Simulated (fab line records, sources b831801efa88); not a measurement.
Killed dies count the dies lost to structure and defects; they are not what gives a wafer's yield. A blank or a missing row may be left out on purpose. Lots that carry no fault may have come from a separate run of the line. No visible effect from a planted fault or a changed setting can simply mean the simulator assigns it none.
Chamber matching -- flow sfq-line -- SFQ_TRILAYER_I4_DEP_PECVD_099 on pecvd-02: 3 sister chambers
The step deposits SiO2 from SiH4/N2O, time 111.11 s, target thk 500 nm. 6 wafers are shown with their chamber, then 7 later ones without.

EACH WAFER AND ITS CHAMBER
wafer,chamber,throttle-valve-pct (%),heater-power-w (W)
L841.2,2,22.3,69
L847.6,2,22.6,71
L849.5,1,22.0,95
L856.3,1,22.1,97
L858.3,0,23.3,68
L858.5,0,23.2,71

WAFERS WITH NO CHAMBER GIVEN
wafer,throttle-valve-pct (%),heater-power-w (W)
L858.6,22.0,81
L861.2,22.8,65
L861.3,22.1,86
L861.5,23.4,75
L862.1,22.4,80
L862.5,22.1,80
L862.6,23.3,70

EACH ONE'S CHAMBER
wafer,from the rows above,in truth
L858.6,can't be placed: 2 or 1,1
L861.2,can't be placed: 2 or 0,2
L861.3,1,1
L861.5,0,0
L862.1,2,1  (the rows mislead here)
L862.5,2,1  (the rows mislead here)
L862.6,0,0
Correct placement for 3 of the 7. Cannot be placed on the basis of these rows: 2; the candidates contain the true chamber in 2. Number placed wrongly: 2.
How it was worked out, from the rows above alone: a wafer's distance from a chamber is the root of the sum, over the readings, of the square of ((its reading less the chamber's mean) divided by the reading's scatter). If the next closest chamber is less than 2 further off than the closest, the wafer can't be placed; otherwise it belongs to the closest. A chamber's mean is the mean of its shown wafers. The scatter: take each reading less its chamber's mean, square it, sum over the shown wafers, divide by the number of wafers less the number of chambers, and take the root.
